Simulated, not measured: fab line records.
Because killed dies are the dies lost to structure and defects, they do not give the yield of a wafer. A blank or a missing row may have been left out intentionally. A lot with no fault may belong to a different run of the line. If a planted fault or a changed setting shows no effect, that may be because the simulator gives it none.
fab line records    flow sky130
record: lots: 6  wafers: 18  lastDay: 50
route steps=708 shown RES_XHIGH@336 SD_N@342 PAD_OPEN@708
lots untouched by any fault: they come from a run of this same line in which no faults occurred
startH: start of the lot's first displayed wafer, in hours after the record's first day    waitH: time in hours since the lot's previous step    " as in the row above    L1.1+2: a single row standing in for several wafers    - value missing, or start not given    * or withheld: withheld    < > ~ a bound
route shown NAME@n: names a module that has steps shown in the file, with the first one's number in the route    usual: the fault-free wafers' mean and standard deviation    same: alike in all rows    chamber/n: place in a boat    sites: readings site by site    _std_site: standard deviation of those values    _edge_site: mean of outer sites minus mean of inner sites    radiusMm: for every site, how far away it sits from the centre of the wafer    mask NAME#n: copy n    behind: tool/chamber where the wafer was last shaped    hold: what put the lot on hold/how long, in hours/how the hold closed    device: transistor that didn't switch, given as n, p or np    end of line: tests run on the same wafers once the route is complete    where a step has no rows: the recipe by itself    killed: dies that structure and defects cost at the first sort, which is not the same as the wafer's yield    map: shows each die of a wafer: x if killed, . if not, _ if none is there
set.NAME: the setting the step ran with; set.NAME@STEP: the setting that earlier step ran with    model.NAME: the simulator's own value behind a step, which no gauge read
lots at selected steps of the route; one table per step, one row per wafer
services: from which hour (startH, from the record's first day; less than 0 if before it) a tool's chamber was out of use, for how many hours, and why
== steps ==
step: SKY_RES_XHIGH_EXPOSE_04
recipe: maskId: URPM  na: 0.6  sourceShape: conventional  sigmaOuter: 0.6  polarization: unpolarized  targetCdNm: 1270  doseMj: 140
step: SKY_RES_XHIGH_PEB_05
recipe: tempC: withheld  timeS: *  resist: NOVOLAK
step: SKY_RES_XHIGH_DEVELOP_06
recipe: resist: NOVOLAK  developer: TMAH  developTimeS: 60  devTempC: 23
step: SKY_RES_XHIGH_IMPLANT_07
recipe: species: BF2  energyKev: 20  doseCm2: 3.6e+14  tiltDeg: 0
step: SKY_RES_XHIGH_STRIP_08
recipe: chemistry: O2/N2  powerW: 1400  pressureMtorr: 1500  platenTempC: withheld  o2FlowSccm: 3000  n2FlowSccm: 300  overashFraction: 0.5
usual: drypumpMotorCurrentA: 5.8/0.47  oesProductAu: 0.711/0.0046  stripTimeToEndpointS: 14.28/0.044
lot.wafer  tool            chamber  startH  waitH  drypumpMotorCurrentA  oesProductAu  rfHoursCounterH  stripTimeToEndpointS
L179.1     plasmaAsher-02  1        670.56  0.1    5.2                   0.709         84               14.32
L179.3     "               0        "       "      5.5                   0.709         -                14.29
L179.5     "               1        "       "      5.2                   0.705         -                14.32
L180.2     plasmaAsher-04  1        677.31  0.1    6.1                   0.706         97               14.26
L180.4     "               1        "       "      6.1                   0.719         -                14.29
L180.5     "               1        "       "      6.1                   0.714         -                14.32
L191.1     plasmaAsher-03  0        761.69  0.1    5.4                   0.710         31               14.32
L191.5     "               0        "       "      5.4                   0.704         -                14.27
L191.6     "               1        "       "      6.1                   0.715         -                14.27
L192.1     plasmaAsher-03  1        777.79  0.1    6.1                   0.706         33               14.28
L192.2     "               0        "       "      5.4                   0.709         33               14.34
L192.4     "               1        "       "      6.1                   0.705         -                14.28
L194.1     plasmaAsher-02  1        792.27  0.1    5.2                   0.708         97               14.25
L194.2     "               0        "       "      5.5                   0.715         97               14.23
L194.3     "               0        "       "      5.4                   0.704         -                14.19
L196.2     plasmaAsher-03  1        798.01  0.1    6.2                   0.703         35               14.32
L196.3     "               1        "       "      6.2                   0.719         -                14.30
L196.4     "               0        "       "      5.4                   0.719         -                14.30
step: SKY_RES_XHIGH_TW_MEAS_09
usual: RES_XHIGH_TW: 1639/15
lot.wafer  tool          chamber  startH  waitH  RES_XHIGH_TW
L179.1     filmMetro-02  -        670.66  0.1    1651
L179.3     "             -        "       "      1646
L179.5     "             -        "       "      1645
L180.2     filmMetro-02  -        677.42  0.1    1660
L180.4     "             -        "       "      1655
L180.5     "             -        "       "      1653
L191.1     filmMetro-04  -        761.79  0.1    1628
L191.5     "             -        "       "      1634
L191.6     "             -        "       "      1629
L192.1     filmMetro-02  -        777.89  0.1    1643
L192.2     "             -        "       "      1642
L192.4     "             -        "       "      1638
L194.1     filmMetro-01  -        792.37  0.1    1623
L194.2     "             -        "       "      1620
L194.3     "             -        "       "      1615
L196.2     filmMetro-02  -        798.12  0.1    1660
L196.3     "             -        "       "      1646
L196.4     "             -        "       "      1654
step: SKY_SD_N_DEHYDRATE_00
recipe: tempC: 200  timeS: 60
step: SKY_SD_N_HMDS_01
recipe: primeTimeS: 60  primeTempC: 120
step: SKY_SD_N_COAT_02
recipe: resist: NOVOLAK  spinRpm: 3000  resistThkNm: 1140
step: SKY_SD_N_SOFTBAKE_03
recipe: tempC: 90  timeS: 60  resist: NOVOLAK
step: SKY_SD_N_EXPOSE_04
recipe: maskId: NSDM  na: 0.6  sourceShape: conventional  sigmaOuter: 0.6  polarization: unpolarized  targetCdNm: 380  doseMj: 141
step: SKY_SD_N_PEB_05
recipe: tempC: withheld  timeS: *  resist: NOVOLAK
step: SKY_SD_N_DEVELOP_06
recipe: resist: NOVOLAK  developer: TMAH  developTimeS: 60  devTempC: 23
lot.wafer   tool           chamber  startH  waitH
L179.1+3+5  lithoTrack-02  0        698.91  0.1
L180.2+4+5  lithoTrack-02  0        705.49  0.1
L191.1+5+6  lithoTrack-02  0        788.81  0.1
L192.1+2+4  lithoTrack-02  0        804.11  0.1
L194.1+2+3  lithoTrack-03  0        819.19  0.1
L196.2+3+4  lithoTrack-03  0        824.52  0.1
step: SKY_SD_N_CD_MEAS_07
recipe: targetCdNm: 380
usual: cdNm: 379.9/3
lot.wafer  tool      chamber  startH  waitH  hold                     cdNm
L179.1     cdSem-02  -        699.06  0.1    -                        384.4
L179.3     "         -        "       "      -                        382.4
L179.5     "         -        "       "      -                        381.7
L180.2     cdSem-01  -        705.63  0.1    -                        378.2
L180.4     "         -        "       "      -                        378.9
L180.5     "         -        "       "      -                        377.2
L191.1     cdSem-02  -        788.96  0.1    awaitDispo/0.2h/release  309.7
L191.5     "         -        "       "      awaitDispo/0.2h/release  384.0
L191.6     "         -        "       "      awaitDispo/0.2h/release  312.1
L191.1     cdSem-02  -        789.25  0.3    -                        310.2
L191.5     "         -        "       "      -                        383.6
L191.6     "         -        "       "      -                        311.8
L192.1     cdSem-01  -        804.26  0.1    awaitDispo/0.2h/release  306.4
L192.2     "         -        "       "      awaitDispo/0.2h/release  378.1
L192.4     "         -        "       "      awaitDispo/0.2h/release  379.8
L192.1     cdSem-01  -        804.55  0.3    -                        305.8
L192.2     "         -        "       "      -                        377.5
L192.4     "         -        "       "      -                        379.8
L194.1     cdSem-01  -        819.34  0.1    -                        371.6
L194.2     "         -        "       "      -                        373.5
L194.3     "         -        "       "      -                        373.6
L196.2     cdSem-02  -        824.66  0.1    -                        380.0
L196.3     "         -        "       "      -                        376.0
L196.4     "         -        "       "      -                        378.3
step: SKY_SD_N_OVL_MEAS_08
usual: SD_N_OVL: 0.2/1.5
lot.wafer  tool        chamber  startH  waitH  hold                     SD_N_OVL[nm]
L179.1     overlay-01  -        699.18  0.1    -                        -0.2
L179.3     "           -        "       "      -                        -1.0
L179.5     "           -        "       "      -                        -1.3
L180.2     overlay-01  -        705.74  0.1    -                        -2.7
L180.4     "           -        "       "      -                        -3.1
L180.5     "           -        "       "      -                        -1.7
L191.1     overlay-02  -        791.64  2.4    awaitDispo/2.3h/release  -0.8
L191.5     "           -        "       "      awaitDispo/2.3h/release  -0.1
L191.6     "           -        "       "      awaitDispo/2.3h/release  0.7
L192.1     overlay-02  -        807.30  2.7    awaitDispo/2.6h/release  1.2
L192.2     "           -        "       "      awaitDispo/2.6h/release  1.4
L192.4     "           -        "       "      awaitDispo/2.6h/release  0.9
L194.1     overlay-02  -        819.46  0.1    -                        -3.1
L194.2     "           -        "       "      -                        -2.3
L194.3     "           -        "       "      -                        -3.4
L196.2     overlay-01  -        824.77  0.1    -                        1.4
L196.3     "           -        "       "      -                        1.3
L196.4     "           -        "       "      -                        2.6
step: SKY_PAD_OPEN_PROBE_99
usual: killed_at_M0_to_M3: 44/7.2  killed_at_M4_up: 2.9/1.8  killedAtContacts: 24/5.2  killedAtFrontEnd: 15/4  killedAtOther: 0.2/0.49  killedDies: 85/9.1  killedOpen: 47/6.8  killedShort: 38/5.7
same: grossDies: 492  killedAtBackSide: 0
lot.wafer  tool       chamber  startH   waitH  killed_at_M0_to_M3  killed_at_M4_up  killedAtContacts  killedAtFrontEnd  killedAtOther  killedDies  killedOpen  killedShort
L179.1     prober-02  -        1125.39  0.1    49                  3                24                12                0              88          56          32
L179.3     prober-02  -        1125.49  0.2    51                  2                17                16                0              86          47          39
L179.5     prober-02  -        1125.59  0.2    52                  3                30                11                1              97          53          44
L180.2     prober-01  -        1128.98  0.1    46                  1                26                8                 1              82          40          42
L180.4     prober-01  -        1129.08  0.2    40                  3                26                7                 0              76          32          44
L180.5     prober-01  -        1129.13  0.2    41                  3                33                12                1              90          56          34
L191.1     prober-02  -        1186.57  0.1    44                  1                32                13                0              90          53          37
L191.5     prober-02  -        1186.77  0.2    40                  4                29                22                0              95          54          41
L191.6     prober-02  -        1186.82  0.2    49                  2                21                10                0              82          55          27
L192.1     prober-01  -        1195.17  0.1    43                  7                29                8                 1              88          42          46
L192.2     prober-01  -        1195.22  0.1    34                  2                15                21                0              72          45          27
L192.4     prober-01  -        1195.32  0.2    42                  3                13                13                0              71          40          31
L196.2     prober-01  -        1207.01  0.1    41                  1                25                10                0              77          45          32
L196.3     prober-01  -        1207.06  0.2    31                  4                18                20                0              73          37          36
L196.4     prober-01  -        1207.11  0.2    59                  4                30                12                1              106         60          46
killed by level:class
L179.1 VIA1:geometricParticle:open=13 CONTACT:geometricParticle:open=11 LI_CONTACT:geometricParticle:open=6 VIA1:geometricParticle:short=6 VIA3:geometricParticle:open=6 POLY_GATE:geometricParticle:short=5 VIA2:geometricParticle:open=5 POLY_GATE:geometricParticle:open=4
L179.3 VIA1:geometricParticle:open=17 METAL1:geometricParticle:short=7 VIA2:geometricParticle:open=7 CONTACT:geometricParticle:short=6 FIELD_ISO:geometricParticle:open=5 VIA1:geometricParticle:short=5 FIELD_ISO:geometricParticle:short=4 VIA3:geometricParticle:open=4
L179.5 VIA1:geometricParticle:open=15 LI_CONTACT:geometricParticle:open=9 METAL1:geometricParticle:short=9 LI_CONTACT:geometricParticle:short=6 CONTACT:geometricParticle:short=6 VIA2:geometricParticle:open=6 VIA1:geometricParticle:short=5 CONTACT:geometricParticle:open=5
L180.2 VIA1:geometricParticle:open=10 VIA3:geometricParticle:open=9 CONTACT:geometricParticle:short=7 LI_CONTACT:geometricParticle:open=6 LI_CONTACT:geometricParticle:short=5 METAL2:geometricParticle:short=5 METAL1:geometricParticle:short=5 VIA2:geometricParticle:open=5
L180.4 CONTACT:geometricParticle:open=11 VIA1:geometricParticle:open=7 VIA2:geometricParticle:short=7 VIA1:geometricParticle:short=6 LI_CONTACT:geometricParticle:open=5 CONTACT:geometricParticle:short=5 METAL1:geometricParticle:short=5 LOCAL_INTERCONNECT:geometricParticle:short=4
L180.5 VIA1:geometricParticle:open=14 LI_CONTACT:geometricParticle:open=11 VIA2:geometricParticle:open=9 CONTACT:geometricParticle:open=7 LI_CONTACT:geometricParticle:short=5 CONTACT:geometricParticle:short=5 VIA1:geometricParticle:short=5 FIELD_ISO:geometricParticle:open=4
L191.1 CONTACT:geometricParticle:open=14 VIA1:geometricParticle:open=10 LI_CONTACT:geometricParticle:open=9 METAL2:geometricParticle:short=9 FIELD_ISO:geometricParticle:open=6 VIA2:geometricParticle:open=5 LI_CONTACT:geometricParticle:short=4 METAL3:geometricParticle:short=4
L191.5 CONTACT:geometricParticle:open=10 VIA1:geometricParticle:short=10 VIA1:geometricParticle:open=10 VIA2:geometricParticle:open=9 LI_CONTACT:geometricParticle:open=8 FIELD_ISO:geometricParticle:short=6 FIELD_ISO:geometricParticle:open=5 CONTACT:geometricParticle:short=5
L191.6 VIA3:geometricParticle:open=12 CONTACT:geometricParticle:open=10 VIA1:geometricParticle:open=8 VIA2:geometricParticle:open=7 VIA3:geometricParticle:short=5 METAL2:geometricParticle:short=4 LI_CONTACT:geometricParticle:open=4 VIA1:geometricParticle:short=4
L192.1 CONTACT:geometricParticle:open=10 VIA1:geometricParticle:open=8 VIA3:geometricParticle:open=8 CONTACT:geometricParticle:short=7 LOCAL_INTERCONNECT:geometricParticle:short=6 METAL2:geometricParticle:short=5 METAL1:geometricParticle:short=5 VIA2:geometricParticle:open=5
L192.2 CONTACT:geometricParticle:open=10 VIA3:geometricParticle:open=8 POLY_GATE:geometricParticle:open=7 FIELD_ISO:geometricParticle:short=6 VIA1:geometricParticle:open=6 VIA2:geometricParticle:open=5 FIELD_ISO:geometricParticle:open=4 LOCAL_INTERCONNECT:geometricParticle:short=4
L192.4 VIA3:geometricParticle:open=11 VIA1:geometricParticle:open=9 FIELD_ISO:geometricParticle:short=7 VIA2:geometricParticle:open=7 METAL2:geometricParticle:short=7 CONTACT:geometricParticle:open=6 METAL1:geometricParticle:short=4 METAL4:geometricParticle:short=3
L196.2 CONTACT:geometricParticle:open=11 VIA1:geometricParticle:open=11 VIA1:geometricParticle:short=10 LI_CONTACT:geometricParticle:open=6 LOCAL_INTERCONNECT:geometricParticle:short=6 VIA2:geometricParticle:open=6 VIA3:geometricParticle:open=5 METAL2:geometricParticle:short=4
L196.3 CONTACT:geometricParticle:open=8 POLY_GATE:geometricParticle:open=6 VIA3:geometricParticle:short=6 VIA1:geometricParticle:open=5 VIA3:geometricParticle:open=5 FIELD_ISO:geometricParticle:open=4 FIELD_ISO:geometricParticle:short=4 LI_CONTACT:geometricParticle:open=4
L196.4 CONTACT:geometricParticle:open=11 VIA3:geometricParticle:open=11 LI_CONTACT:geometricParticle:open=9 VIA2:geometricParticle:open=9 VIA1:geometricParticle:open=7 VIA2:geometricParticle:short=7 METAL1:geometricParticle:short=6 VIA1:geometricParticle:short=5
== services ==
tool            chamber  startH  hours  kind
plasmaAsher-03  -        704.69  5.0    repair
plasmaAsher-04  -        733.75  9.0    pm
plasmaAsher-04  0        733.75  9.0    ventCycle
plasmaAsher-04  1        733.75  9.0    ventCycle
plasmaAsher-04  0        742.75  -      clean
plasmaAsher-04  1        742.75  -      clean
plasmaAsher-04  -        776.10  7.5    repair
plasmaAsher-03  -        788.62  0.7    repair
plasmaAsher-03  -        792.67  2.2    repair
plasmaAsher-04  -        802.42  2.7    pm
== key ==
firstSign: step: SKY_SD_N_CD_MEAS_07  reading: visit  direction: added
effect: step: SKY_SD_N_CD_MEAS_07  reading: cdNm  direction: down  sigmas: 24  usual: 379.9  struck: 309.4
metAt SKY_SD_N_DEVELOP_06
struckWafers L191.1,L191.6,L192.1
testerLeftOut L191,L192
onsetBetween 705.49 788.81
fault: kind: processParameterDrift  tool: lithoTrack-02  chamber: -  onsetH: 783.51  steps: SKY_SD_N_DEVELOP_06  channel: developTimeS  offset: *  shape: step  endH: 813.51  scope: struckWafersOnly  actsIn: *  stated: *
testerLeftOut: of these lots the tester's yield and bins aren't shown, on N5 and GAA mostly nor the transistor test; their killed dies are dies lost to structure and defects alone, not to doping, threshold or leakage, so they don't give the yield
